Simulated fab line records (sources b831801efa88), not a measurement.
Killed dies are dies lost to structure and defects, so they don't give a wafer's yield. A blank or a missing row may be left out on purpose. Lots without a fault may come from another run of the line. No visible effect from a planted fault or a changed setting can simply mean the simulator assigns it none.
Which tool did it? | flow gf180mcu | 14 lots, 42 wafers sampled, at 4 steps of a route of 602

WHAT THE GAUGES READ, wafer by wafer
GF_CONTACT_CD_MEAS_14: target cd 220 nm.
lot  | measured     | on        | cd-nm (nm)
L734 | day 16 07:55 | cd-sem-02 | 221.5 220.2 219.1
L735 | day 16 16:47 | cd-sem-02 | 222.5 220.7 221.2
L736 | day 17 02:58 | cd-sem-02 | 219.9 219.7 218.9
L739 | day 18 07:43 | cd-sem-02 | 221.7 221.7 221.7
L741 | day 19 04:58 | cd-sem-01 | 222.6 222.1 222.5
L743 | day 19 20:13 | cd-sem-01 | 219.7 220.4 220.6
L745 | day 20 15:44 | cd-sem-01 | 221.3 218.7 221.3
L746 | day 20 17:55 | cd-sem-01 | - - -
L747 | day 21 09:03 | cd-sem-02 | - - -
L750 | day 22 06:41 | cd-sem-02 | 222.0 221.2 221.3
L753 | day 23 11:17 | cd-sem-02 | 219.2 219.6 219.5
L754 | day 23 16:49 | cd-sem-01 | 219.7 219.1 218.7
L755 | day 24 01:40 | cd-sem-01 | 221.3 220.8 220.5
L756 | day 24 11:47 | cd-sem-02 | 217.7 218.6 218.7

TOOL THAT RAN EACH LOT (tool first, then ch and the chambers of the sampled wafers, then the start)
lot  | GF_HV_LDD_STRIP_37                   | GF_HV_LDD_RTA_52                 | GF_CONTACT_PEB_12
L734 | plasma-asher-01 ch 0,1, day 11 20:10 | rtp-anneal-02 ch 0, day 12 15:59 | litho-track-01 ch 0, day 16 07:34
L735 | plasma-asher-04 ch 0,1, day 12 02:36 | rtp-anneal-01 ch 0, day 12 22:20 | litho-track-02 ch 0, day 16 16:26
L736 | plasma-asher-01 ch 0,1, day 12 11:04 | rtp-anneal-01 ch 0, day 13 07:09 | litho-track-03 ch 0, day 17 02:37
L739 | plasma-asher-01 ch 1, day 13 12:13   | rtp-anneal-01 ch 0, day 14 09:30 | litho-track-01 ch 0, day 18 07:22
L741 | plasma-asher-03 ch 0,1, day 14 06:55 | rtp-anneal-02 ch 0, day 15 04:22 | litho-track-01 ch 0, day 19 04:37
L743 | plasma-asher-03 ch 0,1, day 14 20:58 | rtp-anneal-02 ch 0, day 15 19:01 | litho-track-02 ch 0, day 19 19:52
L745 | plasma-asher-01 ch 0,1, day 15 08:28 | rtp-anneal-02 ch 0, day 16 06:23 | litho-track-03 ch 0, day 20 15:23
L746 | plasma-asher-01 ch 0,1, day 15 17:14 | rtp-anneal-01 ch 0, day 16 14:30 | litho-track-01, day 20 17:34
L747 | plasma-asher-04 ch 0,1, day 16 03:58 | rtp-anneal-01 ch 0, day 17 02:52 | litho-track-02, day 21 08:43
L750 | plasma-asher-01 ch 0,1, day 17 00:43 | rtp-anneal-02 ch 0, day 18 00:57 | litho-track-02 ch 0, day 22 06:20
L753 | plasma-asher-04 ch 0,1, day 18 04:30 | rtp-anneal-01 ch 0, day 19 04:10 | litho-track-02 ch 0, day 23 10:59
L754 | plasma-asher-04 ch 0,1, day 18 10:43 | rtp-anneal-02 ch 0, day 19 14:35 | litho-track-01 ch 0, day 23 16:28
L755 | plasma-asher-01 ch 1, day 18 21:11   | rtp-anneal-01 ch 0, day 19 21:47 | litho-track-01 ch 0, day 24 01:19
L756 | plasma-asher-03 ch 0,1, day 19 07:21 | rtp-anneal-02 ch 0, day 20 08:22 | litho-track-01 ch 0, day 24 11:26
- GF_HV_LDD_STRIP_37: strips in O2/N2.
- GF_HV_LDD_RTA_52: time 10 s.
- GF_CONTACT_PEB_12: peb time 90 s.

WHAT THE TOOLS THEMSELVES READ (means of the sampled wafers that have a number; where no wafer has one, the mark that the record gives instead)
GF_HV_LDD_STRIP_37.
lot  | tool            | drypump-motor-current-A (A) | heater-power-w (W) | oes-product-au (a.u.) | strip-time-to-endpoint-s (s)
L734 | plasma-asher-01 | 5.7                         | 316                | 0.716                 | 12.645
L735 | plasma-asher-04 | 5.6                         | 334                | 0.713                 | 12.649
L736 | plasma-asher-01 | 5.7                         | 312                | 0.720                 | 12.590
L739 | plasma-asher-01 | 6.0                         | 330                | 0.718                 | 12.650
L741 | plasma-asher-03 | 5.7                         | 332                | 0.716                 | 12.637
L743 | plasma-asher-03 | 6.0                         | 363                | 0.713                 | 12.621
L745 | plasma-asher-01 | 5.7                         | 310                | 0.717                 | 12.650
L746 | plasma-asher-01 | 5.9                         | 319                | 0.713                 | 12.602
L747 | plasma-asher-04 | 5.9                         | 336                | 0.714                 | 12.593
L750 | plasma-asher-01 | 5.7                         | 310                | 0.718                 | 12.650
L753 | plasma-asher-04 | 5.6                         | 331                | 0.717                 | 12.675
L754 | plasma-asher-04 | 6.0                         | 336                | 0.717                 | 12.662
L755 | plasma-asher-01 | 6.0                         | 337                | 0.717                 | 12.623
L756 | plasma-asher-03 | 5.7                         | 336                | 0.712                 | 12.675

GF_HV_LDD_RTA_52.
lot  | tool          | anneal-temp-c-max | lamp-power-pct (%) | wafer_temp_C_max
L734 | rtp-anneal-02 | 1009.4            | 33                 | 1005.5
L735 | rtp-anneal-01 | 1003.7            | 40                 | 1004.5
L736 | rtp-anneal-01 | 1004.2            | 40                 | 1004.8
L739 | rtp-anneal-01 | 1004.2            | 40                 | 1003.6
L741 | rtp-anneal-02 | 1007.8            | 33                 | 1005.0
L743 | rtp-anneal-02 | 1008.4            | 33                 | 1004.9
L745 | rtp-anneal-02 | 1008.1            | 33                 | 1005.7
L746 | rtp-anneal-01 | 1004.8            | 40                 | 1005.2
L747 | rtp-anneal-01 | 1004.6            | 40                 | 1004.7
L750 | rtp-anneal-02 | 1005.4            | 33                 | 1006.4
L753 | rtp-anneal-01 | 1004.8            | 40                 | 1005.0
L754 | rtp-anneal-02 | 1008.5            | 33                 | 1005.3
L755 | rtp-anneal-01 | 1003.9            | 40                 | 1005.0
L756 | rtp-anneal-02 | 1006.8            | 33                 | 1005.1

GF_CONTACT_PEB_12.
lot  | tool           | chill-plate-temp-C (C) | exhaust-pa (Pa) | heater-power-total-W (W)
L734 | litho-track-01 | 22.99                  | 44.4            | 85.74
L735 | litho-track-02 | 22.98                  | 45.8            | 85.66
L736 | litho-track-03 | 22.97                  | 46.0            | 85.70
L739 | litho-track-01 | 23.05                  | 45.0            | 85.76
L741 | litho-track-01 | 23.09                  | 44.7            | 85.73
L743 | litho-track-02 | 22.81                  | 46.6            | 85.68
L745 | litho-track-03 | 22.90                  | 44.8            | 85.79
L746 | litho-track-01 | -                      | -               | -
L747 | litho-track-02 | -                      | -               | -
L750 | litho-track-02 | 23.03                  | 44.0            | 85.72
L753 | litho-track-02 | 23.07                  | 45.3            | 85.76
L754 | litho-track-01 | 22.99                  | 44.9            | 85.66
L755 | litho-track-01 | 23.02                  | 45.0            | 85.75
L756 | litho-track-01 | 22.99                  | 44.9            | 85.77

THE ANSWER, worked out from the rows above alone
Rule: the usual values come from the lots themselves. The widest of any qualifying gaps counts: lots, ordered by their means at a reading, are off when they make up no more than a third of the lots, leave a main group of 4 or more, and stand apart from it by 3 or more times the standard deviation of that group's means. A main group whose means are all the same, to the digits that the tables above print for the reading, isn't used. Also off: a lot with no number at a reading for which 4 or more lots have one. Where the step has rows for the other lots, those lots are counted as sound. The gauges are gone through in route order, then the tools' own readings, and for those a lot's mean is taken as printed above. At the first step where some lot is off, the reading lying furthest off is the one used; lots without a number count as furthest.
Off, at GF_CONTACT_CD_MEAS_14 on cd-nm: L746, L747. Without a number there: L746, L747. Mean 220.4 nm and standard deviation 1.1 in the main group.
A tool fits if, at a process step before that reading, it ran every lot that is off, and no sound lot after the first of them. The gauges at GF_CONTACT_CD_MEAS_14 aren't tried: what is off there is off at GF_CONTACT_PEB_12 too, on other tools, and a gauge's error can't cause that. Of those tried, none fits.

WHAT HAD BEEN PUT IN BY THE SIMULATOR
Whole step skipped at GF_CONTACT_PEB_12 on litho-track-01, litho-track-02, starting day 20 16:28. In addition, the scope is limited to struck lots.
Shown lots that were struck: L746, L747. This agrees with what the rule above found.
